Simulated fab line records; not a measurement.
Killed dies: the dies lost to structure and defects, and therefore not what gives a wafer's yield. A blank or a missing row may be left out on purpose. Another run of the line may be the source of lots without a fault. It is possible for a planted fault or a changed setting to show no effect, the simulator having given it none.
A struck lot beside a sound one :: flow sky130 :: 43 out of 708 route steps
Sound: these wafers, L108.1, L108.5, L108.6. Struck: wafer L109.4. (L109.3, L109.6 of the same lot were not struck and are left out.) The cause comes at the end.
At each step with rows: each side's tool, then ch and its chambers, then its first start. Under that, the readings that differ: sound wafers :: struck wafers :: difference of the means :: sigmas: that difference in standard deviations of wafers without a fault.
alike: same words and numbers on both sides, and readings whose means sit less than 2 such deviations apart. not compared: any withheld reading, any reading some wafer has no value for, any bound like >300 that may hide the same value, and any number with overlapping values for which the record gives no deviation.
The two part at a step that has a row with sigmas, a row that says differs or no value, or rows on one side only. Non-overlapping numbers with no deviation appear without sigmas and do not part them. A reading that every wafer of one side lacks parts them only if that side has two wafers or more.

first, 7 steps without rows for these wafers: SKY_VIA2_ETCH_15 (etches SiO2 in C4F8/O2/Ar, stops on TiN, target depth 546 nm, time 84 s); SKY_VIA2_STRIP_16 (strips in O2/N2); SKY_VIA2_STRIP_17 (strips in post etch residue remover, time 1200 s); SKY_VIA2_CLEAN_18 (cleans in IPA, time 180 s); SKY_VIA2_CLEAN_19 (cleans in O3/DIW); SKY_VIA2_SPUTTER_20 (material TiN, target thk 20 nm, time 80 s); SKY_VIA2_CVD_21 (deposits W, target thk 420 nm, time 126.4 s).
SKY_VIA2_RS_MEAS_22: uses a four-point probe to measure.
  sound on filmMetro-02, day 39 22:35; struck on filmMetro-02, day 40 05:23
  alike: VIA2_W_RS
SKY_VIA2_THK_MEAS_23: measures by xrf.
  sound on filmMetro-02, day 39 22:43; struck on filmMetro-02, day 40 05:29
  alike: VIA2_W_THK
SKY_VIA2_CMP_24: polishes, stops on SiO2, t overpolish 20 s, target thk 0 nm.
  sound on cmp-01 ch 1,2, day 39 22:46; struck on cmp-01 ch 2, day 40 05:31
reading: overpolishRunS (s)
sound: 19.992 20.006 20.007
struck: 19.978
difference: -0.024
sigmas: -2
  alike: motorCurrentA, timeToEndpointS
then, 2 steps without rows for these wafers: SKY_METAL3_SPUTTER_00 (material Ti, target thk 15 nm, time 10 s); SKY_METAL3_SPUTTER_01 (material TiN, target thk 20 nm, time 16.7 s).
SKY_METAL3_SPUTTER_02: material AlCu, target thk 735 nm, time 39.1 s.
  sound on pvdSputter-04, day 39 23:07; struck on pvdSputter-02, day 40 05:52
  alike: throttleValvePct
SKY_METAL3_SPUTTER_03: material Ti, target thk 5 nm, time 3.3 s.
  sound on pvdSputter-04, day 39 23:10; struck on pvdSputter-02, day 40 05:55
  alike: throttleValvePct
SKY_METAL3_SPUTTER_04: material TiN, target thk 70 nm, time 58.3 s.
  sound on pvdSputter-04, day 39 23:10; struck on pvdSputter-02, day 40 05:56
  alike: throttleValvePct
then, 1 step without rows for these wafers: SKY_CAPM_CVD_00 (deposits SiO2, target thk 15.5 nm).
SKY_CAPM_THK_MEAS_01:
  sound on filmMetro-04, day 39 23:15; struck on filmMetro-02, day 40 06:01
  alike: CAPM_CVD_00_THK
then, 1 step without rows for these wafers: SKY_CAPM_SPUTTER_02 (material TiN, target thk 200 nm, time 166.7 s).
SKY_CAPM_RS_MEAS_03: uses a four-point probe to measure.
  sound on filmMetro-04, day 39 23:25; struck on filmMetro-02, day 40 06:13
  alike: CAPM_TIN_RS
SKY_CAPM_THK_MEAS_04: measures by xrf.
  sound on filmMetro-04, day 39 23:32; struck on filmMetro-02, day 40 06:19
  alike: CAPM_TIN_THK
then, 7 steps without rows for these wafers: SKY_CAPM_DEHYDRATE_05 (time 60 s); SKY_CAPM_HMDS_06 (prime time 60 s); SKY_CAPM_COAT_07 (resist thk 1140 nm); SKY_CAPM_SOFTBAKE_08 (time 60 s); SKY_CAPM_EXPOSE_09 (exposes mask CAPM, target cd 1000 nm); SKY_CAPM_PEB_10; SKY_CAPM_DEVELOP_11 (develop time 60 s).
SKY_CAPM_OVL_MEAS_12:
  sound on overlay-02, day 40 23:25; struck on overlay-01, day 41 06:31
  alike: CAPM_OVL
SKY_CAPM_METAL_ETCH_13: etches TiN in Cl2/BCl3, stops on SiO2, target depth 220 nm, time 62.9 s.
  sound on rieMetal-04 ch 0,1, day 40 23:27; struck on rieMetal-04 ch 1, day 41 06:34
  alike: drypumpMotorCurrentA, oesProductAu, throttleValvePct
  not compared: rfHoursCounterH
SKY_CAPM_STRIP_14: strips in O2/N2.
  sound on plasmaAsher-03 ch 0,1, day 40 23:31; struck on plasmaAsher-02 ch 0, day 41 06:40
reading: oesProductAu (a.u.)
sound: 0.708 0.705 0.706
struck: 0.715
difference: +0.009
sigmas: +2
  alike: drypumpMotorCurrentA, stripTimeToEndpointS
  not compared: rfHoursCounterH
then, 11 steps without rows for these wafers: SKY_CAPM_STRIP_15 (strips in post etch residue remover, time 1200 s); SKY_CAPM_CLEAN_16 (cleans in IPA, time 180 s); SKY_CAPM_CLEAN_17 (cleans in O3/DIW); SKY_METAL3_DEHYDRATE_05 (time 60 s); SKY_METAL3_HMDS_06 (prime time 60 s); SKY_METAL3_COAT_07 (resist thk 60 nm); SKY_METAL3_COAT_08 (resist thk 1140 nm); SKY_METAL3_SOFTBAKE_09 (time 90 s); SKY_METAL3_EXPOSE_10 (exposes mask MM3, target cd 300 nm); SKY_METAL3_PEB_11; SKY_METAL3_DEVELOP_12 (develop time 60 s).
SKY_METAL3_CD_MEAS_13: target cd 300 nm.
  sound on cdSem-01, day 41 23:57; struck on cdSem-01, day 42 06:42
reading: cdNm (nm)
sound: 303.1 302.5 303.1
struck: 298.9
difference: -4.0
sigmas: -3
-- the record jumps here: 7 days lie between the struck wafers' starts before and after (it left off in module METAL3 and takes up again in module PAD_OPEN, whose first step shown is number 708 of the route) --
SKY_PAD_OPEN_PROBE_99:
  sound on prober-01, day 48 14:38; struck on prober-02, day 48 22:19
reading: hold
sound: - - -
struck: awaitDispo/6.7h/release
difference: no value on the sound wafers
sigmas: 

reading: defectLimitedYield (%)
sound: 80.9 80.9 83.9
struck: 75.0
difference: -6.9
sigmas: -4

reading: killed_at_M0_to_M3
sound: 60 41 35
struck: 80
difference: +35
sigmas: +5

reading: killedDies
sound: 94 94 79
struck: 123
difference: +34
sigmas: +4

reading: sort_bin_3_pad_short (%)
sound: 1.2 1.0 0.6
struck: 2.4
difference: +1.5
sigmas: +4

reading: sort_bin_5_function (%)
sound: 11.0 11.0 9.3
struck: 14.8
difference: +4.4
sigmas: +3

reading: sortNPass
sound: 398 398 413
struck: 369
difference: -34
sigmas: -4

reading: sortYieldPct (%)
sound: 80.9 80.9 83.9
struck: 75.0
difference: -6.9
sigmas: -4

reading: model.etest.tester.sortNPass
sound: 398 398 413
struck: 369
difference: -34
sigmas: 

reading: model.etest.tester.sortYieldPct (%)
sound: 80.89 80.89 83.94
struck: 75
difference: -7
sigmas: 

reading: model.etest.tester.sort_bin_5_pct (%)
sound: 10.98 10.98 9.35
struck: 14.84
difference: +4.40
sigmas: 

reading: model.etest.tester.sort_bin_3_pct (%)
sound: 1.22 1.016 0.6098
struck: 2.439
difference: +1.490
sigmas: 
  alike: killed_at_M4_up, killedAtContacts, killedAtFrontEnd, killedAtOther, killedOpen, killedShort, sort_bin_6_memory

WHERE THEY PART
First at SKY_VIA2_CMP_24; last, within this record, at SKY_PAD_OPEN_PROBE_99.

WHY: the cause the simulator had injected
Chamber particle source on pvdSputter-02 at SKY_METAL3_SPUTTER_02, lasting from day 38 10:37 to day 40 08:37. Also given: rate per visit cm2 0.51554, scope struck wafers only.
